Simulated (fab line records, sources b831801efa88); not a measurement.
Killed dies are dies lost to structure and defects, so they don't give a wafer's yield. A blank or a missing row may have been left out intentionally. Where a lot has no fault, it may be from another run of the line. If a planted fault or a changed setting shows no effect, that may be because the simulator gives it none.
Matching of chambers -- flow gf180mcu -- 4 sister chambers for GF_V5_CMP_04 on cmp-01
The step polishes SiO2. 8 wafers are shown with their chamber, then 7 later ones without.

## WAFERS, EACH WITH ITS CHAMBER
wafer,chamber,motor_current_A (A)
L827.1,0,12.2
L827.6,3,12.5
L832.1,3,14.0
L832.3,1,11.9
L838.2,0,13.5
L838.6,1,12.3
L839.3,2,11.6
L839.5,2,11.2

## WAFERS WITH NO CHAMBER GIVEN
wafer,motor_current_A (A)
L839.6,13.3
L844.1,11.6
L844.2,12.4
L844.5,11.4
L849.1,11.7
L849.3,10.7
L849.6,13.1

## WHICH CHAMBER EACH ONE RAN IN
wafer,from the rows above,in truth
L839.6,can't be placed: 3 or 0 or 1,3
L844.1,can't be placed: 2 or 1 or 0 or 3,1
L844.2,can't be placed: 1 or 0 or 3 or 2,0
L844.5,can't be placed: 2 or 1 or 0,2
L849.1,can't be placed: 2 or 1 or 0 or 3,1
L849.3,can't be placed: 2 or 1 or 0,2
L849.6,can't be placed: 3 or 0 or 1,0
Placed correctly: 0 of 7. Cannot be placed on the basis of these rows: 7; the candidates contain the true chamber in 7. Placed wrongly: 0.
How it was worked out, from the rows above alone: a wafer's distance from a chamber is the root of the sum, over the readings, of the square of ((its reading less the chamber's mean) divided by the reading's scatter). The wafer belongs to the nearest chamber; if the next one is less than 2 further off, it can't be placed. The mean given for a chamber averages the wafers shown for that chamber. How the scatter is found: for the shown wafers, subtract from each reading the mean of its chamber, square and add these, divide the total by (wafers less chambers), then take the root.
